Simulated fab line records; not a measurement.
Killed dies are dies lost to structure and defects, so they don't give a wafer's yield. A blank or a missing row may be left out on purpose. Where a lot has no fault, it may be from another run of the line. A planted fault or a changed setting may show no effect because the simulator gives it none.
fab line records + flow sky130
[record]
- lots = 6
- wafers = 18
- last-day = 50
route steps=708 shown POLY_CUT@310 SD_P@320 PAD_OPEN@708
lots that met no fault: from a run of the same line without faults
start-h: hours from the record's first day to the start of the lot's first wafer shown + wait-h: time in hours since the lot's previous step + " as in the row above + L1.1+2: a single row standing in for several wafers + - no value, or no start given + * or withheld: withheld + < > ~ a bound
route shown NAME@n: NAME is a module with steps in the file, n the number in the route of the first one + usual: average and standard deviation across the fault-free wafers + same: alike in all rows + chamber/n: place in a boat + sites: the reading at each site + _std_site: how widely they spread, as a standard deviation + _edge_site: inner sites' mean taken away from outer sites' mean + radius-mm: how far each site lies from the wafer's centre + mask NAME#n: copy n + behind: the tool/chamber that last shaped the wafer + hold: what put the lot on hold/how long, in hours/how the hold closed + device: the transistor (n, p or np) that didn't switch + end of line: tests run on the same wafers once the route is complete + a step without rows: its recipe alone + killed: at the first sort, the dies lost to defects and structure; wafer yield is something else + map: shows each die of a wafer: x if killed, . if not, _ if none is there
set.NAME: the setting as run; set.NAME@STEP: as run at that earlier step + model.NAME: the simulator's own value behind a step, which no gauge read
lots at selected steps of the route; one table per step, one row per wafer
services: from which hour (start-h, from the record's first day; less than 0 if before it) a tool's chamber was out of use, for how many hours, and why
[[steps]]
[step SKY_POLY_CUT_COAT_03]
[recipe]
- resist = KrF-thick
- spin-rpm = 3000
- resist-thk-nm = 450
[step SKY_POLY_CUT_SOFTBAKE_04]
[recipe]
- temp-c = 100
- time-s = 90
- resist = KrF-thick
[step SKY_POLY_CUT_EXPOSE_05]
[recipe]
- mask-id = NPCM
- na = 0.8
- source-shape = annular
- sigma-inner = 0.55
- sigma-outer = 0.85
- target-cd-nm = 270
- dose-mj = 32
[step SKY_POLY_CUT_PEB_06]
[recipe]
- peb-temp-c = withheld
- peb-time-s = withheld
- resist = KrF-thick
[step SKY_POLY_CUT_DEVELOP_07]
[recipe]
- develop-time-s = 60
- resist = KrF-thick
- dev-temp-c = 21
[step SKY_POLY_CUT_CD_MEAS_08]
[recipe]
- target-cd-nm = 270
[usual]
- cd-nm = 270.0/1.6
| lot.wafer | tool      | chamber | start-h | wait-h | cd-nm |
|-----------|-----------|---------|---------|--------|-------|
| L994.2    | cd-sem-02 | -       | 642.83  | -      | 269.4 |
| L994.3    | "         | -       | "       | "      | 270.7 |
| L994.6    | "         | -       | "       | "      | 269.8 |
| L996.1    | cd-sem-02 | -       | 665.61  | -      | 269.7 |
| L996.4    | "         | -       | "       | "      | 269.4 |
| L996.6    | "         | -       | "       | "      | 269.4 |
| L103.2    | cd-sem-02 | -       | 723.22  | -      | 273.3 |
| L103.4    | "         | -       | "       | "      | 273.9 |
| L103.5    | "         | -       | "       | "      | 271.8 |
| L105.1    | cd-sem-02 | -       | 740.45  | -      | 271.8 |
| L105.3    | "         | -       | "       | "      | 272.3 |
| L105.6    | "         | -       | "       | "      | 270.5 |
| L106.2    | cd-sem-02 | -       | 743.72  | -      | 271.8 |
| L106.5    | "         | -       | "       | "      | 271.4 |
| L106.6    | "         | -       | "       | "      | 270.7 |
| L107.1    | cd-sem-02 | -       | 746.41  | -      | 269.5 |
| L107.5    | "         | -       | "       | "      | 268.2 |
| L107.6    | "         | -       | "       | "      | 268.5 |
[step SKY_POLY_CUT_OVL_MEAS_09]
[usual]
- POLY_CUT_OVL = -1/6.1
| lot.wafer | tool       | chamber | start-h | wait-h | POLY_CUT_OVL[nm] |
|-----------|------------|---------|---------|--------|------------------|
| L994.2    | overlay-01 | -       | 642.94  | 0.1    | 3                |
| L994.3    | "          | -       | "       | "      | -2               |
| L994.6    | "          | -       | "       | "      | 5                |
| L996.1    | overlay-01 | -       | 665.73  | 0.1    | 3                |
| L996.4    | "          | -       | "       | "      | 3                |
| L996.6    | "          | -       | "       | "      | -7               |
| L103.2    | overlay-02 | -       | 723.33  | 0.1    | 3                |
| L103.4    | "          | -       | "       | "      | -7               |
| L103.5    | "          | -       | "       | "      | 1                |
| L105.1    | overlay-02 | -       | 740.57  | 0.1    | -3               |
| L105.3    | "          | -       | "       | "      | -2               |
| L105.6    | "          | -       | "       | "      | 5                |
| L106.2    | overlay-01 | -       | 743.82  | 0.1    | -3               |
| L106.5    | "          | -       | "       | "      | 11               |
| L106.6    | "          | -       | "       | "      | 0                |
| L107.1    | overlay-02 | -       | 746.53  | 0.1    | 0                |
| L107.5    | "          | -       | "       | "      | 0                |
| L107.6    | "          | -       | "       | "      | -3               |
[step SKY_POLY_CUT_ETCH_10]
[recipe]
- chemistry = N2/H2
- target = BARC
- ion-energy-ev = 200
- source-w = 500
- bias-w = 100
- pressure-mtorr = 30
- n2-flow-sccm = 100
- h2-flow-sccm = 200
- stop-on = SiO2
- time-s = 45.9
- target-depth-a = 600
[usual]
- drypump-motor-current-A = 5.8/0.47
- oes-product-au = 0.854/0.0049
- throttle-valve-pct = 13.225/0.0086
| lot.wafer | tool        | chamber | start-h | wait-h | drypump-motor-current-A | oes-product-au | rf-hours-counter-h | throttle-valve-pct |
|-----------|-------------|---------|---------|--------|-------------------------|----------------|--------------------|--------------------|
| L994.2    | rie-diel-02 | 3       | 642.97  | 0.0    | 6.2                     | 0.856          | 3                  | 13.227             |
| L994.3    | "           | 2       | "       | "      | 5.7                     | 0.850          | 8                  | 13.244             |
| L994.6    | "           | 0       | "       | "      | 5.4                     | 0.853          | -                  | 13.229             |
| L996.1    | rie-diel-02 | 1       | 665.77  | 0.0    | 5.3                     | 0.852          | 15                 | 13.228             |
| L996.4    | "           | 2       | "       | "      | 5.7                     | 0.857          | 8                  | 13.214             |
| L996.6    | "           | 3       | "       | "      | 6.2                     | 0.856          | -                  | 13.245             |
| L103.2    | rie-diel-03 | 3       | 723.36  | 0.0    | 5.2                     | 0.858          | 7                  | 13.227             |
| L103.4    | "           | 1       | "       | "      | 6.6                     | 0.850          | 11                 | 13.208             |
| L103.5    | "           | 1       | "       | "      | 6.6                     | 0.851          | -                  | 13.226             |
| L105.1    | rie-diel-01 | 0       | 740.61  | 0.0    | 5.2                     | 0.853          | 15                 | 13.211             |
| L105.3    | "           | 2       | "       | "      | 5.5                     | 0.848          | 5                  | 13.224             |
| L105.6    | "           | 3       | "       | "      | 5.5                     | 0.859          | -                  | 13.240             |
| L106.2    | rie-diel-03 | 0       | 743.85  | 0.0    | 6.2                     | 0.851          | 10                 | 13.225             |
| L106.5    | "           | 0       | "       | "      | 6.1                     | 0.846          | -                  | 13.221             |
| L106.6    | "           | 1       | "       | "      | 6.6                     | 0.860          | -                  | 13.230             |
| L107.1    | rie-diel-03 | 3       | 746.57  | 0.0    | 5.2                     | 0.852          | 8                  | 13.217             |
| L107.5    | "           | 0       | "       | "      | 6.2                     | 0.848          | -                  | 13.225             |
| L107.6    | "           | 3       | "       | "      | 5.1                     | 0.846          | -                  | 13.225             |
[step SKY_POLY_CUT_ETCH_11]
[recipe]
- target = Si3N4
- chemistry = CF4/CH2F2/Ar
- stop-on = poly-Si
- source-w = 600
- bias-w = 150
- pressure-mtorr = 40
- cf4-flow-sccm = 40
- ch2f2-flow-sccm = 20
- Ar_flow_sccm = 150
- time-s = 42.5
- target-depth-a = 600
[usual]
- drypump-motor-current-A = 5.8/0.47
- oes-product-au = 0.827/0.0065
- throttle-valve-pct = 14.994/0.0098
| lot.wafer | tool        | chamber | start-h | wait-h | drypump-motor-current-A | oes-product-au | rf-hours-counter-h | throttle-valve-pct |
|-----------|-------------|---------|---------|--------|-------------------------|----------------|--------------------|--------------------|
| L994.2    | rie-diel-02 | 3       | 643.01  | 0.0    | 6.2                     | 0.830          | 3                  | 15.005             |
| L994.3    | "           | 2       | "       | "      | 5.7                     | 0.836          | 8                  | 14.989             |
| L994.6    | "           | 0       | "       | "      | 5.4                     | 0.836          | -                  | 15.005             |
| L996.1    | rie-diel-02 | 1       | 665.81  | 0.0    | 5.3                     | 0.829          | 15                 | 14.996             |
| L996.4    | "           | 2       | "       | "      | 5.7                     | 0.826          | 8                  | 14.994             |
| L996.6    | "           | 3       | "       | "      | 6.2                     | 0.828          | -                  | 14.996             |
| L103.2    | rie-diel-03 | 3       | 723.40  | 0.0    | 5.2                     | 0.822          | 7                  | 14.995             |
| L103.4    | "           | 1       | "       | "      | 6.6                     | 0.813          | 11                 | 15.002             |
| L103.5    | "           | 1       | "       | "      | 6.6                     | 0.838          | -                  | 14.976             |
| L105.1    | rie-diel-01 | 0       | 740.65  | 0.0    | 5.2                     | 0.822          | 15                 | 15.000             |
| L105.3    | "           | 2       | "       | "      | 5.5                     | 0.821          | 5                  | 14.997             |
| L105.6    | "           | 3       | "       | "      | 5.5                     | 0.826          | -                  | 14.990             |
| L106.2    | rie-diel-03 | 0       | 743.90  | 0.0    | 6.1                     | 0.817          | 10                 | 14.998             |
| L106.5    | "           | 0       | "       | "      | 6.1                     | 0.817          | -                  | 14.995             |
| L106.6    | "           | 1       | "       | "      | 6.6                     | 0.825          | -                  | 14.996             |
| L107.1    | rie-diel-03 | 3       | 746.61  | 0.0    | 5.2                     | 0.826          | 8                  | 14.978             |
| L107.5    | "           | 0       | "       | "      | 6.1                     | 0.832          | -                  | 14.973             |
| L107.6    | "           | 3       | "       | "      | 5.1                     | 0.829          | -                  | 14.988             |
[step SKY_POLY_CUT_STRIP_12]
[recipe]
- chemistry = O2/N2
- power-w = 1400
- pressure-mtorr = 1500
- platen-temp-c = withheld
- o2-flow-sccm = 3000
- n2-flow-sccm = 300
- overash-fraction = 0.5
[usual]
- drypump-motor-current-A = 5.5/0.43
- oes-product-au = 0.452/0.0043
- strip-time-to-endpoint-s = 5.355/0.017
| lot.wafer | tool            | chamber | start-h | wait-h | drypump-motor-current-A | oes-product-au | rf-hours-counter-h | strip-time-to-endpoint-s |
|-----------|-----------------|---------|---------|--------|-------------------------|----------------|--------------------|--------------------------|
| L994.2    | plasma-asher-04 | 1       | 643.05  | 0.0    | 5.9                     | 0.456          | 84                 | 5.372                    |
| L994.3    | "               | 0       | "       | "      | 5.1                     | 0.456          | -                  | 5.363                    |
| L994.6    | "               | 1       | "       | "      | 5.8                     | 0.449          | -                  | 5.365                    |
| L996.1    | plasma-asher-02 | 1       | 665.85  | 0.0    | 5.7                     | 0.450          | 96                 | 5.331                    |
| L996.4    | "               | 1       | "       | "      | 5.7                     | 0.459          | -                  | 5.349                    |
| L996.6    | "               | 1       | "       | "      | 5.7                     | 0.448          | -                  | 5.329                    |
| L103.2    | plasma-asher-01 | 0       | 723.44  | 0.0    | 6.1                     | 0.453          | 28                 | 5.334                    |
| L103.4    | "               | 1       | "       | "      | 5.0                     | 0.450          | -                  | 5.342                    |
| L103.5    | "               | 1       | "       | "      | 5.0                     | 0.460          | -                  | 5.345                    |
| L105.1    | plasma-asher-04 | 0       | 740.69  | 0.0    | 5.1                     | 0.449          | 94                 | 5.327                    |
| L105.3    | "               | 1       | "       | "      | 5.8                     | 0.452          | -                  | 5.330                    |
| L105.6    | "               | 0       | "       | "      | 5.1                     | 0.453          | -                  | 5.326                    |
| L106.2    | plasma-asher-04 | 0       | 743.94  | 0.0    | 5.1                     | 0.442          | 94                 | 5.347                    |
| L106.5    | "               | 1       | "       | "      | 5.9                     | 0.457          | -                  | 5.351                    |
| L106.6    | "               | 0       | "       | "      | 5.1                     | 0.448          | -                  | 5.345                    |
| L107.1    | plasma-asher-01 | 1       | 746.65  | 0.0    | 5.0                     | 0.446          | 30                 | 5.358                    |
| L107.5    | "               | 0       | "       | "      | 6.1                     | 0.447          | -                  | 5.357                    |
| L107.6    | "               | 1       | "       | "      | 5.0                     | 0.455          | -                  | 5.348                    |
[step SKY_SD_P_DEHYDRATE_00]
[recipe]
- temp-c = 200
- time-s = 60
[step SKY_SD_P_HMDS_01]
[recipe]
- prime-time-s = 60
- prime-temp-c = 120
[step SKY_SD_P_COAT_02]
[recipe]
- resist = NOVOLAK
- spin-rpm = 3000
- resist-thk-nm = 1140
| lot.wafer | tool           | chamber | start-h | wait-h | model.NOVOLAK_of_SD_P_COAT_02.thk-nm |
|-----------|----------------|---------|---------|--------|--------------------------------------|
| L994.2+3  | litho-track-02 | 0       | 657.18  | 0.1    | 1141                                 |
| L994.6    | "              | 0       | "       | "      | 1140                                 |
| L996.1    | litho-track-01 | 0       | 679.71  | 0.1    | 1141                                 |
| L996.4    | "              | 0       | "       | "      | 1140                                 |
| L996.6    | "              | 0       | "       | "      | 1139                                 |
| L103.2    | litho-track-01 | 0       | 737.09  | 0.1    | 508.5                                |
| L103.4    | "              | 0       | "       | "      | 1142                                 |
| L103.5    | "              | 0       | "       | "      | 1143                                 |
| L105.1    | litho-track-01 | 0       | 754.16  | 0.1    | 1139                                 |
| L105.3    | "              | 0       | "       | "      | 507.3                                |
| L105.6    | "              | 0       | "       | "      | 1140                                 |
| L106.2    | litho-track-03 | 0       | 757.55  | 0.1    | 1142                                 |
| L106.5    | "              | 0       | "       | "      | 1144                                 |
| L106.6    | "              | 0       | "       | "      | 1143                                 |
| L107.1    | litho-track-02 | 0       | 760.40  | 0.1    | 1139                                 |
| L107.5    | "              | 0       | "       | "      | 1141                                 |
| L107.6    | "              | 0       | "       | "      | 1143                                 |
[step SKY_SD_P_SOFTBAKE_03]
[recipe]
- temp-c = 90
- time-s = 60
- resist = NOVOLAK
[step SKY_SD_P_EXPOSE_04]
[recipe]
- mask-id = PSDM
- na = 0.6
- source-shape = conventional
- sigma-outer = 0.6
- polarization = unpolarized
- target-cd-nm = 380
- dose-mj = 138
[step SKY_SD_P_PEB_05]
[recipe]
- temp-c = withheld
- time-s = *
- resist = NOVOLAK
[step SKY_SD_P_DEVELOP_06]
[recipe]
- resist = NOVOLAK
- developer = TMAH
- develop-time-s = 60
- dev-temp-c = 23
[same]
- develop-time-s = 60
| lot.wafer | tool           | chamber | start-h | wait-h | model.NOVOLAK_of_SD_P_COAT_02.thk-nm |
|-----------|----------------|---------|---------|--------|--------------------------------------|
| L994.2+3  | litho-track-02 | 0       | 671.63  | 0.1    | 1141                                 |
| L994.6    | "              | 0       | "       | "      | 1140                                 |
| L996.1    | litho-track-02 | 0       | 693.40  | 0.1    | 1141                                 |
| L996.4    | "              | 0       | "       | "      | 1139                                 |
| L996.6    | "              | 0       | "       | "      | 1138                                 |
| L103.2    | litho-track-02 | 0       | 750.73  | 0.1    | 508.1                                |
| L103.4+5  | "              | 0       | "       | "      | 1142                                 |
| L105.1    | litho-track-01 | 0       | 767.81  | 0.1    | 1139                                 |
| L105.3    | "              | 0       | "       | "      | 506.9                                |
| L105.6    | "              | 0       | "       | "      | 1140                                 |
| L106.2    | litho-track-03 | 0       | 770.50  | 0.1    | 1141                                 |
| L106.5    | "              | 0       | "       | "      | 1143                                 |
| L106.6    | "              | 0       | "       | "      | 1142                                 |
| L107.1    | litho-track-01 | 0       | 774.16  | 0.1    | 1138                                 |
| L107.5    | "              | 0       | "       | "      | 1141                                 |
| L107.6    | "              | 0       | "       | "      | 1142                                 |
[step SKY_SD_P_CD_MEAS_07]
[recipe]
- target-cd-nm = 380
[usual]
- cd-nm = 380.1/2.6
| lot.wafer | tool      | chamber | start-h | wait-h | cd-nm |
|-----------|-----------|---------|---------|--------|-------|
| L994.2    | cd-sem-02 | -       | 671.77  | 0.1    | 381.2 |
| L994.3    | "         | -       | "       | "      | 381.6 |
| L994.6    | "         | -       | "       | "      | 380.7 |
| L996.1    | cd-sem-02 | -       | 693.67  | 0.2    | 380.7 |
| L996.4    | "         | -       | "       | "      | 380.7 |
| L996.6    | "         | -       | "       | "      | 379.0 |
| L103.2    | cd-sem-02 | -       | 750.87  | 0.1    | 468.7 |
| L103.4    | "         | -       | "       | "      | 380.3 |
| L103.5    | "         | -       | "       | "      | 380.8 |
| L105.1    | cd-sem-02 | -       | 767.96  | 0.1    | 373.2 |
| L105.3    | "         | -       | "       | "      | 462.9 |
| L105.6    | "         | -       | "       | "      | 374.8 |
| L106.2    | cd-sem-02 | -       | 770.64  | 0.1    | 375.7 |
| L106.5    | "         | -       | "       | "      | 376.7 |
| L106.6    | "         | -       | "       | "      | 377.2 |
| L107.1    | cd-sem-01 | -       | 774.31  | 0.1    | 385.0 |
| L107.5    | "         | -       | "       | "      | 386.0 |
| L107.6    | "         | -       | "       | "      | 385.1 |
[step SKY_SD_P_OVL_MEAS_08]
[usual]
- SD_P_OVL = 0.5/1.3
| lot.wafer | tool       | chamber | start-h | wait-h | SD_P_OVL[nm] |
|-----------|------------|---------|---------|--------|--------------|
| L994.2    | overlay-01 | -       | 671.88  | 0.1    | 0.4          |
| L994.3    | "          | -       | "       | "      | 0.7          |
| L994.6    | "          | -       | "       | "      | 1.2          |
| L996.1    | overlay-02 | -       | 693.79  | 0.1    | 0.4          |
| L996.4    | "          | -       | "       | "      | 0.0          |
| L996.6    | "          | -       | "       | "      | 0.1          |
| L103.2    | overlay-01 | -       | 750.98  | 0.1    | 0.1          |
| L103.4    | "          | -       | "       | "      | -0.3         |
| L103.5    | "          | -       | "       | "      | 0.2          |
| L105.1    | overlay-01 | -       | 768.08  | 0.1    | 3.5          |
| L105.3    | "          | -       | "       | "      | 4.1          |
| L105.6    | "          | -       | "       | "      | 3.8          |
| L106.2    | overlay-02 | -       | 770.75  | 0.1    | -0.1         |
| L106.5    | "          | -       | "       | "      | 1.1          |
| L106.6    | "          | -       | "       | "      | -1.6         |
| L107.1    | overlay-01 | -       | 774.43  | 0.1    | 1.5          |
| L107.5    | "          | -       | "       | "      | 2.8          |
| L107.6    | "          | -       | "       | "      | 2.6          |
[step SKY_SD_P_IMPLANT_09]
[recipe]
- species = BF2
- energy-kev = 20
- dose-cm2 = 3e+15
- tilt-deg = 0
[step SKY_SD_P_STRIP_10]
[recipe]
- chemistry = O2/N2
- power-w = 1400
- pressure-mtorr = 1500
- platen-temp-c = withheld
- o2-flow-sccm = 3000
- n2-flow-sccm = 300
- overash-fraction = 0.5
[usual]
- drypump-motor-current-A = 5.4/0.37
- oes-product-au = 0.617/0.0045
- strip-time-to-endpoint-s = 17.49/0.037
| lot.wafer | tool            | chamber | start-h | wait-h | drypump-motor-current-A | oes-product-au | rf-hours-counter-h | strip-time-to-endpoint-s |
|-----------|-----------------|---------|---------|--------|-------------------------|----------------|--------------------|--------------------------|
| L994.2    | plasma-asher-01 | 1       | 672.06  | 0.1    | 5.0                     | 0.619          | 22                 | 17.52                    |
| L994.3    | "               | 0       | "       | "      | 6.1                     | 0.620          | -                  | 17.50                    |
| L994.6    | "               | 0       | "       | "      | 6.1                     | 0.616          | -                  | 17.51                    |
| L996.1    | plasma-asher-02 | 1       | 693.97  | 0.1    | 5.7                     | 0.616          | 99                 | 17.49                    |
| L996.4    | "               | 1       | "       | "      | 5.7                     | 0.629          | -                  | 17.49                    |
| L996.6    | "               | 1       | "       | "      | 5.7                     | 0.618          | -                  | 17.47                    |
| L103.2    | plasma-asher-02 | 1       | 751.16  | 0.1    | 5.7                     | 0.505          | 1                  | 10.21                    |
| L103.4    | "               | 1       | "       | "      | 5.7                     | 0.625          | -                  | 17.50                    |
| L103.5    | "               | 1       | "       | "      | 5.7                     | 0.617          | -                  | 17.50                    |
| L105.1    | plasma-asher-02 | 1       | 768.27  | 0.1    | 5.7                     | 0.623          | 2                  | 17.48                    |
| L105.3    | "               | 1       | "       | "      | 5.7                     | 0.504          | -                  | 10.21                    |
| L105.6    | "               | 0       | "       | "      | 5.1                     | 0.617          | -                  | 17.49                    |
| L106.2    | plasma-asher-03 | 0       | 770.93  | 0.1    | 5.3                     | 0.618          | 64                 | 17.52                    |
| L106.5    | "               | 1       | "       | "      | 5.2                     | 0.620          | -                  | 17.54                    |
| L106.6    | "               | 0       | "       | "      | 5.3                     | 0.615          | -                  | 17.55                    |
| L107.1    | plasma-asher-01 | 0       | 774.62  | 0.1    | 6.1                     | 0.615          | 32                 | 17.47                    |
| L107.5    | "               | 0       | "       | "      | 6.1                     | 0.624          | -                  | 17.52                    |
| L107.6    | "               | 1       | "       | "      | 5.0                     | 0.624          | -                  | 17.52                    |
[step SKY_SD_P_TW_MEAS_11]
[usual]
- SD_P_TW = 2837/18
| lot.wafer | tool          | chamber | start-h | wait-h | SD_P_TW |
|-----------|---------------|---------|---------|--------|---------|
| L994.2    | film-metro-02 | -       | 672.17  | 0.1    | 2856    |
| L994.3    | "             | -       | "       | "      | 2840    |
| L994.6    | "             | -       | "       | "      | 2847    |
| L996.1    | film-metro-02 | -       | 694.07  | 0.1    | 2838    |
| L996.4    | "             | -       | "       | "      | 2848    |
| L996.6    | "             | -       | "       | "      | 2834    |
| L103.2    | film-metro-02 | -       | 751.27  | 0.1    | 2831    |
| L103.4    | "             | -       | "       | "      | 2819    |
| L103.5    | "             | -       | "       | "      | 2827    |
| L105.1    | film-metro-03 | -       | 768.37  | 0.1    | 2859    |
| L105.3    | "             | -       | "       | "      | 2871    |
| L105.6    | "             | -       | "       | "      | 2869    |
| L106.2    | film-metro-03 | -       | 771.04  | 0.1    | 2860    |
| L106.5    | "             | -       | "       | "      | 2865    |
| L106.6    | "             | -       | "       | "      | 2875    |
| L107.1    | film-metro-02 | -       | 774.72  | 0.1    | 2838    |
| L107.5    | "             | -       | "       | "      | 2818    |
| L107.6    | "             | -       | "       | "      | 2843    |
[step SKY_PAD_OPEN_PROBE_99]
[usual]
- killed_at_M0_to_M3 = 43/6.6
- killed_at_M4_up = 2.9/1.6
- killed-at-contacts = 24/4.9
- killed-at-front-end = 15/4.5
- killed-at-other = 0.2/0.45
- killed-dies = 86/8.8
- killed-open = 48/6.4
- killed-short = 38/5.6
[same]
- gross-dies = 492
- killed-at-back-side = 0
| lot.wafer | tool      | chamber | start-h | wait-h | killed_at_M0_to_M3 | killed_at_M4_up | killed-at-contacts | killed-at-front-end | killed-at-other | killed-dies | killed-open | killed-short |
|-----------|-----------|---------|---------|--------|--------------------|-----------------|--------------------|---------------------|-----------------|-------------|-------------|--------------|
| L994.2    | prober-02 | -       | 1140.08 | 0.1    | 45                 | 6               | 15                 | 17                  | 0               | 83          | 45          | 38           |
| L994.3    | prober-02 | -       | 1140.13 | 0.2    | 51                 | 6               | 23                 | 7                   | 1               | 88          | 45          | 43           |
| L994.6    | prober-02 | -       | 1140.28 | 0.2    | 38                 | 2               | 29                 | 13                  | 0               | 82          | 46          | 36           |
| L103.2    | prober-01 | -       | 1188.29 | 0.1    | 33                 | 3               | 23                 | 14                  | 0               | 73          | 44          | 29           |
// killed by level:class
L994.2 VIA1:geometric-particle:open=11 VIA2:geometric-particle:open=8 FIELD_ISO:geometric-particle:short=6 LI_CONTACT:geometric-particle:open=6 VIA3:geometric-particle:open=6 METAL2:geometric-particle:short=5 VIA3:geometric-particle:short=5 FIELD_ISO:geometric-particle:open=4
L994.3 VIA1:geometric-particle:open=13 VIA3:geometric-particle:open=9 CONTACT:geometric-particle:open=8 LI_CONTACT:geometric-particle:open=6 CONTACT:geometric-particle:short=6 METAL1:geometric-particle:short=5 METAL2:geometric-particle:short=5 VIA1:geometric-particle:short=4
L994.6 LI_CONTACT:geometric-particle:open=10 CONTACT:geometric-particle:open=10 VIA1:geometric-particle:open=8 FIELD_ISO:geometric-particle:short=7 VIA3:geometric-particle:open=6 METAL1:geometric-particle:short=5 VIA1:geometric-particle:short=5 LI_CONTACT:geometric-particle:short=4
L103.2 CONTACT:geometric-particle:open=8 LI_CONTACT:geometric-particle:open=7 VIA1:geometric-particle:open=6 VIA3:geometric-particle:open=6 FIELD_ISO:geometric-particle:open=5 METAL1:geometric-particle:short=5 VIA2:geometric-particle:open=5 CONTACT:geometric-particle:short=4
[[services]]
| tool            | chamber | start-h | hours | kind           |
|-----------------|---------|---------|-------|----------------|
| rie-diel-02     | 1       | 645.93  | 2.3   | repair         |
| rie-diel-03     | 2       | 651.07  | 12.0  | repair         |
| rie-diel-01     | 0       | 677.27  | 10.3  | repair         |
| rie-diel-01     | 0       | 689.48  | 22.1  | repair         |
| plasma-asher-02 | -       | 698.84  | 2.2   | repair         |
| plasma-asher-04 | -       | 703.91  | 2.8   | pm             |
| rie-diel-01     | 1       | 720.09  | 8.3   | repair         |
| rie-diel-02     | 3       | 724.93  | 6.5   | repair         |
| plasma-asher-02 | -       | 733.75  | 9.0   | pm             |
| plasma-asher-02 | 0       | 733.75  | 9.0   | vent-cycle     |
| plasma-asher-02 | 1       | 733.75  | 9.0   | vent-cycle     |
| plasma-asher-01 | -       | 735.68  | 1.2   | repair         |
| rie-diel-02     | 0       | 742.45  | 4.2   | repair         |
| plasma-asher-02 | 0       | 742.75  | -     | clean          |
| plasma-asher-02 | 1       | 742.75  | -     | clean          |
| rie-diel-03     | -       | 749.70  | 0.8   | repair         |
| rie-diel-01     | 3       | 758.34  | -     | clean          |
| rie-diel-01     | 3       | 758.34  | 11.4  | scheduled-down |
| rie-diel-01     | 3       | 758.34  | 11.4  | vent-cycle     |
| plasma-asher-02 | -       | 762.01  | 2.1   | repair         |
[[key]]
[first-sign]
- step = SKY_SD_P_CD_MEAS_07
- reading = cd-nm
- direction = up
- sigmas = 33
- usual = 380.1
- struck = 465.8
[effect]
- step = SKY_SD_P_STRIP_10
- reading = strip-time-to-endpoint-s
- direction = down
- sigmas = 99+
- usual = *
- struck = *
[model-effect]
- step = SKY_SD_P_COAT_02
- value = NOVOLAK_of_SD_P_COAT_02.thk-nm
- without = 1143
- struck = 507.9
[model-effect]
- step = SKY_SD_P_DEVELOP_06
- value = NOVOLAK_of_SD_P_COAT_02.thk-nm
- without = 1142
- struck = 507.5
met-at SKY_SD_P_COAT_02
struck-wafers L103.2,L105.3
tester-left-out L103,L105
onset-between 679.71 737.09
[fault]
- kind = process-parameter-drift
- tool = litho-track-01
- chamber = -
- onset-h = 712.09
- steps = SKY_SD_P_COAT_02
- channel = resist-thk-nm
- offset = -633.25
- shape = step
- end-h = 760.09
- scope = struck-wafers-only
- acts-in = these-recipes-only
- stated = 1140
// tester-left-out: of these lots the tester's yield and bins aren't shown, on N5 and GAA mostly nor the transistor test; their killed dies are dies lost to structure and defects alone, not to doping, threshold or leakage, so they don't give the yield
